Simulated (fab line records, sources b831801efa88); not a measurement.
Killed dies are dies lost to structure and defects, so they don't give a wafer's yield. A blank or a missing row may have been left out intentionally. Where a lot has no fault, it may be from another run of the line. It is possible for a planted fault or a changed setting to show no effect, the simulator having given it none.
fab line records ; flow sky130
record lots=10; wafers=30; lastDay=50
route steps=708 shown METAL2@485 VIA2@521 PAD_OPEN@708
lots that met no fault: from a run of the same line without faults
startH: the number of hours between the record's first day and the start of the first shown wafer of the lot ; waitH: hours from the lot's prior step to this one ; " the same as in the row above ; L1.1+2: one row covering several wafers at once ; - value missing, or start not given ; * or withheld: withheld ; < > ~ a bound
route shown NAME@n: NAME is a module with steps in the file, n the number in the route of the first one ; usual: mean/standard deviation of fault-free wafers ; same: alike in all rows ; chamber/n: place in a boat ; sites: readings site by site ; _std_site: the values' standard deviation ; _edge_site: mean of outer sites minus mean of inner sites ; radiusMm: for every site, how far away it sits from the centre of the wafer ; mask NAME#n: copy n ; behind: tool/chamber where the wafer was last shaped ; hold: the reason the lot was held/the length of the hold in hours/how it ended ; device: which transistor (n, p or np) failed to switch ; end of line: tests run on the same wafers once the route is complete ; step lacking rows: just its recipe ; killed: count of dies lost to structure and defects at first sort (not the wafer's yield) ; map: dies across one wafer; x = killed, . = not, _ = none there
set.NAME: the setting as run; set.NAME@STEP: as run at that earlier step ; model.NAME: the simulator's own value behind a step, which no gauge read
route steps across a sampled set of lots; one table per step, one row per wafer
services: the hour from which a tool's chamber was out of use, counted from the record's first day as startH (under 0 if before that day), plus the number of hours and why
## steps
# step SKY_METAL2_SPUTTER_02
# recipe material=AlCu; targetThkNm=250; powerW=10600; timeS=12.73; chamberPressurePa=0.4
# usual throttleValvePct=30.0/0.94
lot.wafer;tool;chamber;startH;waitH;throttleValvePct
L337.1;pvdSputter-04;-;795.04;0.0;30.8
L337.3;pvdSputter-04;-;795.04;0.0;31.2
L337.5;pvdSputter-04;-;795.04;0.0;30.4
L338.2;pvdSputter-03;-;799.16;0.0;29.6
L338.3;pvdSputter-03;-;799.16;0.0;30.6
L338.5;pvdSputter-03;-;799.16;0.0;30.2
L339.2;pvdSputter-04;-;806.17;0.0;28.3
L339.3;pvdSputter-04;-;806.17;0.0;30.4
L339.4;pvdSputter-04;-;806.17;0.0;29.3
L342.3;pvdSputter-04;-;828.94;0.0;28.8
L342.4;pvdSputter-04;-;828.94;0.0;31.2
L342.6;pvdSputter-04;-;828.94;0.0;31.6
L343.1;pvdSputter-04;-;863.75;0.0;31.3
L343.2;pvdSputter-04;-;863.75;0.0;30.4
L343.4;pvdSputter-04;-;863.75;0.0;28.5
L344.2;pvdSputter-04;-;864.91;0.0;31.5
L344.4;pvdSputter-04;-;864.91;0.0;29.2
L344.5;pvdSputter-04;-;864.91;0.0;30.6
L348.1;pvdSputter-03;-;880.46;0.0;30.3
L348.5;pvdSputter-03;-;880.46;0.0;29.5
L348.6;pvdSputter-03;-;880.46;0.0;30.1
L356.2;pvdSputter-04;-;930.44;0.0;28.5
L356.5;pvdSputter-04;-;930.44;0.0;28.3
L356.6;pvdSputter-04;-;930.44;0.0;29.3
L357.2;pvdSputter-03;-;945.68;0.0;30.1
L357.3;pvdSputter-03;-;945.68;0.0;29.3
L357.4;pvdSputter-03;-;945.68;0.0;30.1
L360.1;pvdSputter-04;-;957.64;0.0;30.4
L360.2;pvdSputter-04;-;957.64;0.0;29.5
L360.3;pvdSputter-04;-;957.64;0.0;31.5
# step SKY_METAL2_RS_MEAS_05
# recipe thkMeasGauge=four-point-probe; reads=TiN_of_METAL2_SPUTTER_04+Ti_of_METAL2_SPUTTER_03+AlCu_of_METAL2_SPUTTER_02+TiN_of_METAL2_SPUTTER_01+Ti_of_METAL2_SPUTTER_00
# usual METAL2_ALCU_RS=0.1336/0.0013
lot.wafer;tool;chamber;startH;waitH;METAL2_ALCU_RS[ohm/sq]
L337.1;filmMetro-04;-;795.13;0.0;0.1355
L337.3;filmMetro-04;-;795.13;0.0;0.1345
L337.5;filmMetro-04;-;795.13;0.0;0.1349
L338.2;filmMetro-04;-;799.27;0.0;0.1331
L338.3;filmMetro-04;-;799.27;0.0;0.1322
L338.5;filmMetro-04;-;799.27;0.0;0.1330
L339.2;filmMetro-01;-;806.28;0.0;0.1338
L339.3;filmMetro-01;-;806.28;0.0;0.1348
L339.4;filmMetro-01;-;806.28;0.0;0.1336
L342.3;filmMetro-01;-;829.08;0.1;0.1327
L342.4;filmMetro-01;-;829.08;0.1;0.1334
L342.6;filmMetro-01;-;829.08;0.1;0.1322
L343.1;filmMetro-03;-;863.84;0.0;0.1309
L343.2;filmMetro-03;-;863.84;0.0;0.1333
L343.4;filmMetro-03;-;863.84;0.0;0.1331
L344.2;filmMetro-04;-;865.02;0.0;0.1326
L344.4;filmMetro-04;-;865.02;0.0;0.1336
L344.5;filmMetro-04;-;865.02;0.0;0.1357
L348.1;filmMetro-04;-;880.55;0.0;0.1331
L348.5;filmMetro-04;-;880.55;0.0;0.1341
L348.6;filmMetro-04;-;880.55;0.0;0.1327
L356.2;filmMetro-01;-;930.55;0.0;0.1334
L356.5;filmMetro-01;-;930.55;0.0;0.1328
L356.6;filmMetro-01;-;930.55;0.0;0.1325
L357.2;filmMetro-01;-;945.80;0.0;0.1343
L357.3;filmMetro-01;-;945.80;0.0;0.1358
L357.4;filmMetro-01;-;945.80;0.0;0.1344
L360.1;filmMetro-04;-;957.73;0.0;0.1330
L360.2;filmMetro-04;-;957.73;0.0;0.1329
L360.3;filmMetro-04;-;957.73;0.0;0.1330
# step SKY_VIA2_ETCH_14
# recipe chemistry=N2/H2; target=BARC; ionEnergyEv=200; sourceW=500; biasW=100; pressureMtorr=30; n2FlowSccm=100; h2FlowSccm=200; stopOn=SiO2; timeS=45.9; targetDepthA=600
# usual drypumpMotorCurrentA=5.5/0.39; oesProductAu=0.856/0.0046; throttleValvePct=13.226/0.01
lot.wafer;tool;chamber;startH;waitH;drypumpMotorCurrentA;oesProductAu;rfHoursCounterH;throttleValvePct
L337.1;rieDiel-02;3;848.55;0.0;5.0;0.858;30;13.211
L337.3;rieDiel-02;1;848.55;0.0;5.7;0.855;16;13.228
L337.5;rieDiel-02;2;848.55;0.0;5.7;0.855;-;13.250
L338.2;rieDiel-02;3;853.82;0.0;5.0;0.855;30;13.228
L338.3;rieDiel-02;0;853.82;0.0;6.1;0.855;25;13.235
L338.5;rieDiel-02;0;853.82;0.0;6.1;0.854;-;13.230
L339.2;rieDiel-04;1;861.05;0.0;5.5;0.862;12;13.236
L339.3;rieDiel-04;3;861.05;0.0;5.3;0.859;6;13.249
L339.4;rieDiel-04;3;861.05;0.0;5.3;0.849;-;13.234
L342.3;rieDiel-04;0;882.55;0.0;4.8;0.850;11;13.239
L342.4;rieDiel-04;2;882.55;0.0;5.9;0.860;3;13.236
L342.6;rieDiel-04;3;882.55;0.0;5.3;0.857;-;13.224
L343.1;rieDiel-04;0;914.95;0.0;4.8;0.852;12;13.236
L343.2;rieDiel-04;3;914.95;0.0;5.3;0.851;7;13.214
L343.4;rieDiel-04;1;914.95;0.0;5.5;0.854;13;13.239
L344.2;rieDiel-01;0;917.85;0.0;5.7;0.859;18;13.230
L344.4;rieDiel-01;1;917.85;0.0;4.8;0.859;11;13.232
L344.5;rieDiel-01;3;917.85;0.0;5.6;0.860;-;13.236
L348.1;rieDiel-01;3;929.17;0.0;5.6;0.860;18;13.219
L348.5;rieDiel-01;0;929.17;0.0;5.7;0.852;-;13.215
L348.6;rieDiel-01;1;929.17;0.0;4.8;0.863;-;13.227
L356.2;rieDiel-01;0;980.25;0.0;5.7;0.855;20;13.230
L356.5;rieDiel-01;1;980.25;0.0;4.8;0.853;-;13.230
L356.6;rieDiel-01;2;980.25;0.0;5.8;0.861;-;13.226
L357.2;rieDiel-02;2;994.86;0.0;5.7;0.847;10;13.248
L357.3;rieDiel-02;3;994.86;0.0;5.0;0.856;4;13.227
L357.4;rieDiel-02;0;994.86;0.0;6.0;0.858;3;13.240
L360.1;rieDiel-01;1;1006.75;0.0;4.8;0.860;14;13.243
L360.2;rieDiel-01;0;1006.75;0.0;5.7;0.864;21;13.233
L360.3;rieDiel-01;3;1006.75;0.0;5.6;0.859;21;13.219
# step SKY_VIA2_CVD_21
# recipe material=W; targetThkNm=420; timeS=126.4; tempC=400; pressureTorr=40
# usual chamberPressureTorr=40.00/0.073; heaterPowerOuterW=531/46; heaterPowerW=848/66
lot.wafer;tool;chamber;startH;waitH;chamberPressureTorr;heaterPowerOuterW;heaterPowerW
L337.1;cvdW-02;1;849.31;0.0;40.03;568;877
L337.3;cvdW-02;1;849.31;0.0;40.05;564;877
L337.5;cvdW-02;1;849.31;0.0;39.96;564;887
L338.2;cvdW-02;1;854.58;0.0;40.11;558;888
L338.3;cvdW-02;1;854.58;0.0;40.13;571;877
L338.5;cvdW-02;1;854.58;0.0;40.15;574;882
L339.2;cvdW-01;1;861.84;0.0;39.99;484;772
L339.3;cvdW-01;0;861.84;0.0;40.08;532;866
L339.4;cvdW-01;1;861.84;0.0;40.03;484;784
L342.3;cvdW-01;0;883.36;0.1;39.90;541;849
L342.4;cvdW-01;1;883.36;0.1;39.92;468;776
L342.6;cvdW-01;0;883.36;0.1;39.95;529;858
L343.1;cvdW-02;1;915.71;0.0;-;-;-
L343.2;cvdW-02;0;915.71;0.0;-;-;-
L343.4;cvdW-02;0;915.71;0.0;-;-;-
L344.2;cvdW-02;0;918.61;0.0;-;-;-
L344.4;cvdW-02;1;918.61;0.0;-;-;-
L344.5;cvdW-02;0;918.61;0.0;-;-;-
L348.1;cvdW-02;1;929.99;0.0;40.11;581;888
L348.5;cvdW-02;0;929.99;0.0;40.00;569;917
L348.6;cvdW-02;1;929.99;0.0;39.96;573;889
L356.2;cvdW-02;0;981.09;0.0;39.98;572;939
L356.5;cvdW-02;0;981.09;0.0;40.12;568;939
L356.6;cvdW-02;1;981.09;0.0;39.96;576;898
L357.2;cvdW-02;0;995.62;0.0;40.11;578;919
L357.3;cvdW-02;0;995.62;0.0;39.94;570;922
L357.4;cvdW-02;1;995.62;0.0;39.92;568;908
L360.1;cvdW-02;1;1007.57;0.0;40.03;578;902
L360.2;cvdW-02;0;1007.57;0.0;39.88;571;906
L360.3;cvdW-02;0;1007.57;0.0;39.88;593;926
# step SKY_VIA2_RS_MEAS_22
# recipe thkMeasGauge=four-point-probe; reads=W_of_VIA2_CVD_21+TiN_of_VIA2_SPUTTER_20
# usual VIA2_W_RS=0.2728/0.0029
lot.wafer;tool;chamber;startH;waitH;VIA2_W_RS[ohm/sq]
L337.1;filmMetro-04;-;849.44;0.1;0.2690
L337.3;filmMetro-04;-;849.44;0.1;0.2690
L337.5;filmMetro-04;-;849.44;0.1;0.2705
L338.2;filmMetro-02;-;854.73;0.1;0.2743
L338.3;filmMetro-02;-;854.73;0.1;0.2715
L338.5;filmMetro-02;-;854.73;0.1;0.2723
L339.2;filmMetro-04;-;861.99;0.1;0.2721
L339.3;filmMetro-04;-;861.99;0.1;0.2762
L339.4;filmMetro-04;-;861.99;0.1;0.2736
L342.3;filmMetro-01;-;883.49;0.1;0.2757
L342.4;filmMetro-01;-;883.49;0.1;0.2700
L342.6;filmMetro-01;-;883.49;0.1;0.2766
L343.1;filmMetro-01;-;915.84;0.1;60.820
L343.2;filmMetro-01;-;915.84;0.1;61.070
L343.4;filmMetro-01;-;915.84;0.1;61.212
L344.2;filmMetro-04;-;918.76;0.1;61.402
L344.4;filmMetro-04;-;918.76;0.1;60.967
L344.5;filmMetro-04;-;918.76;0.1;61.139
L348.1;filmMetro-04;-;930.12;0.1;0.2716
L348.5;filmMetro-04;-;930.12;0.1;0.2740
L348.6;filmMetro-04;-;930.12;0.1;0.2706
L356.2;filmMetro-02;-;981.24;0.1;0.2740
L356.5;filmMetro-02;-;981.24;0.1;0.2752
L356.6;filmMetro-02;-;981.24;0.1;0.2717
L357.2;filmMetro-01;-;995.77;0.1;0.2723
L357.3;filmMetro-01;-;995.77;0.1;0.2691
L357.4;filmMetro-01;-;995.77;0.1;0.2647
L360.1;filmMetro-04;-;1007.70;0.1;0.2667
L360.2;filmMetro-04;-;1007.70;0.1;0.2739
L360.3;filmMetro-04;-;1007.70;0.1;0.2701
# step SKY_VIA2_THK_MEAS_23
# recipe thkMeasGauge=xrf; reads=W_of_VIA2_CVD_21
# usual VIA2_W_THK=419/5
lot.wafer;tool;chamber;startH;waitH;VIA2_W_THK[nm]
L337.1;filmMetro-04;-;849.56;0.1;428
L337.3;filmMetro-04;-;849.56;0.1;428
L337.5;filmMetro-04;-;849.56;0.1;428
L338.2;filmMetro-02;-;854.84;0.1;414
L338.3;filmMetro-02;-;854.84;0.1;413
L338.5;filmMetro-02;-;854.84;0.1;414
L339.2;filmMetro-04;-;862.10;0.1;425
L339.3;filmMetro-04;-;862.10;0.1;418
L339.4;filmMetro-04;-;862.10;0.1;423
L342.3;filmMetro-01;-;883.59;0.1;417
L342.4;filmMetro-01;-;883.59;0.1;426
L342.6;filmMetro-01;-;883.59;0.1;416
L343.1;filmMetro-01;-;915.96;0.1;<0
L343.2;filmMetro-01;-;915.96;0.1;<0
L343.4;filmMetro-01;-;915.96;0.1;-
L344.2;filmMetro-04;-;918.87;0.1;-
L344.4;filmMetro-04;-;918.87;0.1;<0
L344.5;filmMetro-04;-;918.87;0.1;-
L348.1;filmMetro-04;-;930.24;0.1;420
L348.5;filmMetro-04;-;930.24;0.1;416
L348.6;filmMetro-04;-;930.24;0.1;423
L356.2;filmMetro-02;-;981.35;0.1;418
L356.5;filmMetro-02;-;981.35;0.1;416
L356.6;filmMetro-02;-;981.35;0.1;422
L357.2;filmMetro-01;-;995.88;0.1;416
L357.3;filmMetro-01;-;995.88;0.1;422
L357.4;filmMetro-01;-;995.88;0.1;426
L360.1;filmMetro-04;-;1007.82;0.1;423
L360.2;filmMetro-04;-;1007.82;0.1;415
L360.3;filmMetro-04;-;1007.82;0.1;422
# step SKY_PAD_OPEN_PROBE_99
# usual defectLimitedYield=82.2/1.8; killed_at_M0_to_M3=44/7.1; killed_at_M4_up=3.1/1.9; killedAtContacts=25/5.8; killedAtFrontEnd=16/4.5; killedAtOther=0.3/0.52; killedDies=88/9.1; killedOnRim=17/4; killedOpen=48/6.8; killedShort=39/5.8; sort_bin_3_pad_short=0.9/0.4; sort_bin_5_function=10.6/1.4; sort_bin_6_memory=6.3/1.1; sortNPass=404/9.1; sortYieldPct=82.2/1.8
# same grossDies=492; killedAtBackSide=0; sort_bin_4_leakage[%]=0; sort_bin_8_speed[%]=0
lot.wafer;tool;chamber;startH;waitH;defectLimitedYield[%];killed_at_M0_to_M3;killed_at_M4_up;killedAtContacts;killedAtFrontEnd;killedAtOther;killedDies;killedOnRim;killedOpen;killedShort;sort_bin_3_pad_short[%];sort_bin_5_function[%];sort_bin_6_memory[%];sortNPass;sortYieldPct[%]
L342.3;prober-02;-;1104.96;0.2;79.3;56;3;26;17;0;102;22;60;42;1.2;11.0;8.5;390;79.3
L342.4;prober-02;-;1105.01;0.2;82.1;43;2;24;19;0;88;13;46;40;0.6;10.2;7.1;404;82.1
L342.6;prober-02;-;1105.11;0.2;80.7;39;2;33;21;0;95;17;48;46;1.2;13.2;4.9;397;80.7
L343.1;prober-01;-;1132.15;0.1;0;447;1;34;10;0;492;96;48;41;0.8;93.3;5.9;0;0
L343.2;prober-01;-;1132.20;0.1;0;448;2;22;19;1;492;96;51;42;1.0;92.1;6.9;0;0
L343.4;prober-01;-;1132.30;0.2;0;446;1;26;19;0;492;96;48;43;1.2;90.9;7.9;0;0
L344.2;prober-02;-;1135.57;0.1;0;442;6;24;19;1;492;96;51;35;0.6;94.5;4.9;0;0
L344.4;prober-02;-;1135.67;0.2;0;433;4;37;17;1;492;96;66;42;1.4;90.7;7.9;0;0
L344.5;prober-02;-;1135.72;0.2;0;447;5;28;11;1;492;96;48;44;0.6;93.3;6.1;0;0
L356.2;prober-02;-;1178.21;0.1;83.5;38;4;30;9;0;81;14;47;34;1.0;11.4;4.1;411;83.5
L356.5;prober-02;-;1178.36;0.2;86.0;34;4;16;15;0;69;10;36;33;0.8;6.5;6.7;423;86.0
L356.6;prober-02;-;1178.41;0.2;81.5;47;3;28;13;0;91;16;47;44;0.6;11.4;6.5;401;81.5
# killed by level:class
L342.3 VIA1:geometricParticle:open=22 VIA2:geometricParticle:open=10 LI_CONTACT:geometricParticle:open=6 CONTACT:geometricParticle:open=6 CONTACT:geometricParticle:short=6 VIA1:geometricParticle:short=5 FIELD_ISO:geometricParticle:short=4 POLY_GATE:geometricParticle:open=4
L342.4 CONTACT:geometricParticle:open=8 VIA1:geometricParticle:open=8 LI_CONTACT:geometricParticle:open=7 POLY_GATE:geometricParticle:open=6 METAL2:geometricParticle:short=6 VIA3:geometricParticle:open=5 LOCAL_INTERCONNECT:geometricParticle:short=5 VIA1:geometricParticle:short=5
L342.6 VIA1:geometricParticle:open=11 LI_CONTACT:geometricParticle:open=9 CONTACT:geometricParticle:short=9 CONTACT:geometricParticle:open=8 LI_CONTACT:geometricParticle:short=6 POLY_GATE:geometricParticle:open=5 VIA1:geometricParticle:short=5 VIA3:geometricParticle:open=5
L343.1 VIA2:areaCvd=403 LI_CONTACT:geometricParticle:open=11 CONTACT:geometricParticle:open=10 VIA2:geometricParticle:open=8 VIA1:geometricParticle:open=8 VIA1:geometricParticle:short=7 POLY_GATE:geometricParticle:open=4 LI_CONTACT:geometricParticle:short=4
L343.2 VIA2:areaCvd=399 VIA1:geometricParticle:open=15 CONTACT:geometricParticle:open=12 POLY_GATE:geometricParticle:open=7 POLY_GATE:geometricParticle:short=7 METAL1:geometricParticle:short=7 VIA1:geometricParticle:short=4 METAL2:geometricParticle:short=4
L343.4 VIA2:areaCvd=401 CONTACT:geometricParticle:open=14 VIA1:geometricParticle:open=12 METAL1:geometricParticle:short=8 VIA1:geometricParticle:short=8 POLY_GATE:geometricParticle:short=6 CONTACT:geometricParticle:short=5 METAL2:geometricParticle:short=5
L344.2 VIA2:areaCvd=405 LI_CONTACT:geometricParticle:open=8 CONTACT:geometricParticle:open=8 VIA1:geometricParticle:open=8 VIA3:geometricParticle:open=6 CONTACT:geometricParticle:short=5 METAL2:geometricParticle:open=5 FIELD_ISO:geometricParticle:short=4
L344.4 VIA2:areaCvd=383 VIA1:geometricParticle:open=14 CONTACT:geometricParticle:open=12 LI_CONTACT:geometricParticle:open=10 VIA3:geometricParticle:open=9 METAL1:geometricParticle:short=7 POLY_GATE:geometricParticle:open=6 CONTACT:geometricParticle:short=5
L344.5 VIA2:areaCvd=399 VIA1:geometricParticle:open=15 LOCAL_INTERCONNECT:geometricParticle:short=9 VIA3:geometricParticle:open=8 CONTACT:geometricParticle:open=7 METAL1:geometricParticle:short=6 FIELD_ISO:geometricParticle:short=4 CONTACT:geometricParticle:short=4
L356.2 LI_CONTACT:geometricParticle:open=13 VIA1:geometricParticle:open=7 METAL2:geometricParticle:short=7 VIA2:geometricParticle:open=7 LI_CONTACT:geometricParticle:short=5 CONTACT:geometricParticle:open=5 METAL1:geometricParticle:short=5 LOCAL_INTERCONNECT:geometricParticle:short=4
L356.5 METAL1:geometricParticle:short=8 LI_CONTACT:geometricParticle:open=7 VIA2:geometricParticle:open=7 VIA1:geometricParticle:open=6 FIELD_ISO:geometricParticle:open=4 POLY_GATE:geometricParticle:short=4 LI_CONTACT:geometricParticle:short=4 VIA1:geometricParticle:short=4
L356.6 LI_CONTACT:geometricParticle:open=12 CONTACT:geometricParticle:open=8 VIA3:geometricParticle:open=8 VIA2:geometricParticle:open=7 VIA3:geometricParticle:short=5 METAL1:geometricParticle:short=5 VIA1:geometricParticle:short=5 METAL2:geometricParticle:short=5
## services
tool;chamber;startH;hours;kind
rieDiel-04;0;772.54;15.9;repair
rieDiel-01;0;816.82;8.3;repair
cvdW-02;-;839.81;2.8;pm
rieDiel-04;0;841.54;22.2;repair
rieDiel-02;3;854.74;-;clean
rieDiel-02;3;854.74;25.3;scheduledDown
rieDiel-02;0;865.92;7.0;repair
pvdSputter-04;-;880.99;3.0;repair
rieDiel-01;1;888.62;16.4;repair
cvdW-01;-;904.00;14.0;pm
cvdW-02;-;908.84;1.1;repair
pvdSputter-04;-;909.13;11.2;repair
cvdW-02;-;913.82;0.9;repair
pvdSputter-04;0;932.06;-;consumableReplace:kit
pvdSputter-04;0;932.06;18.0;scheduledDown
pvdSputter-04;0;932.06;18.0;ventCycle
rieDiel-01;1;956.50;1.6;repair
cvdW-02;-;958.43;1.0;repair
rieDiel-04;3;959.43;5.1;repair
pvdSputter-04;-;968.50;10.7;repair
pvdSputter-04;-;974.16;22.1;repair
rieDiel-04;2;981.30;12.8;repair
rieDiel-01;2;989.92;17.1;repair
cvdW-01;-;1005.02;6.9;pm
## key
firstSign step=SKY_VIA2_CVD_21; reading=toolRecord; direction=missing
effect step=SKY_VIA2_RS_MEAS_22; reading=VIA2_W_RS; direction=up; sigmas=99+; usual=0.2728; struck=61.102
effect step=SKY_VIA2_THK_MEAS_23; reading=VIA2_W_THK; direction=missing
effect step=SKY_PAD_OPEN_PROBE_99; reading=sort_bin_5_function; direction=up; sigmas=57; usual=10.6; struck=92.4
moreKillsBornAt SKY_VIA2_CVD_21@cvdW-02=2385
metAt SKY_VIA2_CVD_21
struckLots L343,L344
laterRowsLeftOut L343.1,L343.2,L343.4,L344.2,L344.4,L344.5
notActingAt SKY_METAL2_SPUTTER_02,SKY_METAL2_RS_MEAS_05,SKY_VIA2_ETCH_14
onsetBetween 854.58 915.71
fault kind=skippedStepWhole; tool=cvdW-02; chamber=-; onsetH=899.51; steps=SKY_VIA2_CVD_21; scope=struckLotsOnly
# laterRowsLeftOut: the simulator's readings of these wafers behind a module that went badly wrong aren't trusted and aren't shown, but for the sort
